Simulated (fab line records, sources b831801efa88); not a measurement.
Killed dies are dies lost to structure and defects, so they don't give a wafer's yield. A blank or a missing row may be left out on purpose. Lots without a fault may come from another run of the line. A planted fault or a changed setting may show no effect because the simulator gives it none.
A struck lot beside a sound one | flow sky130 | 43 steps out of a route of 708
Sound: wafers L965.4, L965.5, L965.6. Struck: wafer L977.1. (L977.2, L977.5 of the same lot were not struck and are left out.) The cause comes at the end.
At each step with rows: each side's tool, then ch and its chambers, then its first start. Under that, the readings that differ: sound wafers | struck wafers | difference of the means | sigmas: that difference in standard deviations of wafers without a fault.
alike: readings whose means differ by less than 2 such deviations, and words and numbers that are the same on both sides. not compared: withheld readings, readings that some wafer has no value for, bounds like >300 that may hide the same value, and numbers for which the record gives no deviation and whose values overlap.
The two part at a step that has a row with sigmas, a row that says differs or no value, or rows on one side only. Numbers that don't overlap but have no deviation are shown without sigmas and don't part them. A reading that every wafer of one side lacks parts them only if that side has two wafers or more.

first, 6 steps without rows for these wafers: SKY_METAL3_COAT_07 (resist thk 60 nm); SKY_METAL3_COAT_08 (resist thk 1140 nm); SKY_METAL3_SOFTBAKE_09 (time 90 s); SKY_METAL3_EXPOSE_10 (exposes mask MM3, target cd 300 nm); SKY_METAL3_PEB_11; SKY_METAL3_DEVELOP_12 (develop time 60 s).
SKY_METAL3_CD_MEAS_13: target cd 300 nm.
  sound on cd_sem-01, day 38 23:47; struck on cd_sem-02, day 43 01:07
  alike: cd_nm
SKY_METAL3_OVL_MEAS_14:
  sound on overlay-02, day 38 23:52; struck on overlay-01, day 43 01:14
  alike: METAL3_OVL
SKY_METAL3_DESCUM_15: chemistry O2, time 8 s.
  sound on rie_metal-02 ch 0,1, day 38 23:54; struck on rie_metal-03 ch 1, day 43 01:16
  reading                | sound | struck | difference                   | sigmas
  rf_hours_counter_h (h) | - - - | 8.9    | no value on the sound wafers |
  alike: drypump_motor_current_A, oes_product_au
then, 1 step without rows for these wafers: SKY_METAL3_ETCH_16 (etches BARC in N2/H2, stops on SiO2, time 88.2 s, target depth 60 nm).
SKY_METAL3_ETCH_17: etches SiO2 in C4F8/O2/Ar, stops on TiN, time 3.9 s, target depth 15 nm.
  sound on rie_diel-04 ch 1,2, day 39 00:01; struck on rie_diel-01 ch 0, day 43 01:24
  alike: oes_product_au
  not compared: rf_hours_counter_h
then, 1 step without rows for these wafers: SKY_METAL3_METAL_ETCH_18 (etches the open film in Cl2/BCl3, stops on SiO2, target depth 845 nm, time 183.1 s).
SKY_METAL3_STRIP_19: strips in O2/N2.
  sound on plasma_asher-03 ch 0,1, day 39 00:15; struck on plasma_asher-03 ch 0, day 43 01:46
  reading                | sound | struck | difference                   | sigmas
  rf_hours_counter_h (h) | - - - | 56     | no value on the sound wafers |
  alike: drypump_motor_current_A, oes_product_au, strip_time_to_endpoint_s
then, 4 steps without rows for these wafers: SKY_METAL3_STRIP_20 (strips in post etch residue remover, time 1200 s); SKY_METAL3_CLEAN_21 (cleans in IPA, time 180 s); SKY_METAL3_CLEAN_22 (cleans in O3/DIW); SKY_VIA3_HDPCVD_00 (deposits SiO2, target thk 1635 nm, time 272.5 s).
SKY_VIA3_THK_MEAS_01:
  sound on film_metro-04, day 39 01:01; struck on film_metro-01, day 43 02:32
  alike: VIA3_HDPCVD_THK
SKY_VIA3_CMP_02: polishes SiO2.
  sound on cmp-02 ch 0,1, day 39 01:05; struck on cmp-02 ch 1, day 43 02:41
  alike: motor_current_A, retaining_ring_pressure_frac
SKY_VIA3_BOW_MEAS_03:
  sound on film_metro-02, day 39 01:24; struck on film_metro-04, day 43 02:53
  alike: VIA3_BOW
then, 8 steps without rows for these wafers: SKY_VIA3_DEHYDRATE_04 (time 60 s); SKY_VIA3_HMDS_05 (prime time 60 s); SKY_VIA3_COAT_06 (resist thk 60 nm); SKY_VIA3_COAT_07 (resist thk 450 nm); SKY_VIA3_SOFTBAKE_08 (time 90 s); SKY_VIA3_EXPOSE_09 (exposes mask VIM3, target cd 200 nm); SKY_VIA3_PEB_10; SKY_VIA3_DEVELOP_11 (develop time 60 s).
SKY_VIA3_CD_MEAS_12: target cd 200 nm.
  sound on cd_sem-02, day 40 01:35; struck on cd_sem-02, day 44 01:32
  alike: cd_nm
SKY_VIA3_OVL_MEAS_13:
  sound on overlay-02, day 40 01:40; struck on overlay-02, day 44 01:40
  alike: VIA3_OVL
then, 2 steps without rows for these wafers: SKY_VIA3_ETCH_14 (etches BARC in N2/H2, stops on SiO2, time 45.9 s, target depth 60 nm); SKY_VIA3_ETCH_15 (etches SiO2 in C4F8/O2/Ar, stops on TiN, target depth 507 nm, time 78 s).
SKY_VIA3_STRIP_16: strips in O2/N2.
  sound on plasma_asher-03 ch 0,1, day 40 01:50; struck on plasma_asher-03 ch 1, day 44 01:47
  reading                | sound | struck | difference                   | sigmas
  rf_hours_counter_h (h) | - - - | 58     | no value on the sound wafers |
  alike: drypump_motor_current_A, oes_product_au, strip_time_to_endpoint_s
then, 3 steps without rows for these wafers: SKY_VIA3_STRIP_17 (strips in post etch residue remover, time 1200 s); SKY_VIA3_CLEAN_18 (cleans in IPA, time 180 s); SKY_VIA3_CLEAN_19 (cleans in O3/DIW).
SKY_VIA3_SPUTTER_20: material TiN, target thk 20 nm, time 80 s.
  sound on pvd_sputter-03, day 40 02:23; struck on pvd_sputter-03, day 44 02:25
  alike: throttle_valve_pct
then, 1 step without rows for these wafers: SKY_VIA3_CVD_21 (deposits W, target thk 390 nm, time 117.31 s).
SKY_VIA3_RS_MEAS_22: measures by four-point-probe.
  sound on film_metro-01, day 40 02:38; struck on film_metro-04, day 44 02:37
  alike: VIA3_W_RS
SKY_VIA3_THK_MEAS_23: measures by xrf.
  sound on film_metro-01, day 40 02:43; struck on film_metro-04, day 44 02:44
  alike: VIA3_W_THK
then, 2 steps without rows for these wafers: SKY_VIA3_CMP_24 (polishes, stops on SiO2, t overpolish 20 s, target thk 0 nm); SKY_METAL4_SPUTTER_00 (material Ti, target thk 15 nm, time 10 s).
-- the record jumps here: 5 days lie between the struck wafers' starts before and after (it left off in module METAL4 and takes up again in module PAD_OPEN, whose first step shown is number 708 of the route) --
SKY_PAD_OPEN_PROBE_99:
  sound on prober-02, day 46 03:12; struck on prober-02, day 49 13:16
  reading                               | sound             | struck | difference | sigmas
  defect_limited_yield (%)              | 80.3 80.3 82.7    | 77.0   | -4.1       | -2
  killed_at_M0_to_M3                    | 55 42 45          | 73     | +26        | +3
  killed_dies                           | 97 97 85          | 113    | +20        | +2
  sort_bin_3_pad_short (%)              | 1.2 0.8 1.0       | 2.0    | +1.0       | +2
  sort_bin_5_function (%)               | 11.6 9.6 9.8      | 13.4   | +3.1       | +2
  sort_n_pass                           | 395 395 407       | 379    | -20        | -2
  sort_yield_pct (%)                    | 80.3 80.3 82.7    | 77.0   | -4.1       | -2
  model.etest.tester.sort_n_pass        | 395 395 407       | 379    | -20        |
  model.etest.tester.sort_yield_pct (%) | 80.28 80.28 82.72 | 77.03  | -4.06      |
  model.etest.tester.sort_bin_5_pct (%) | 11.59 9.553 9.756 | 13.41  | +3.11      |
  model.etest.tester.sort_bin_3_pct (%) | 1.22 0.813 1.016  | 2.033  | +1.017     |
  alike: killed_at_M4_up, killed_at_contacts, killed_at_front_end, killed_at_other, killed_open, killed_short, sort_bin_6_memory

WHERE THEY PART
First at SKY_METAL3_DESCUM_15; last, within this record, at SKY_PAD_OPEN_PROBE_99.

WHY: what the simulator had put in
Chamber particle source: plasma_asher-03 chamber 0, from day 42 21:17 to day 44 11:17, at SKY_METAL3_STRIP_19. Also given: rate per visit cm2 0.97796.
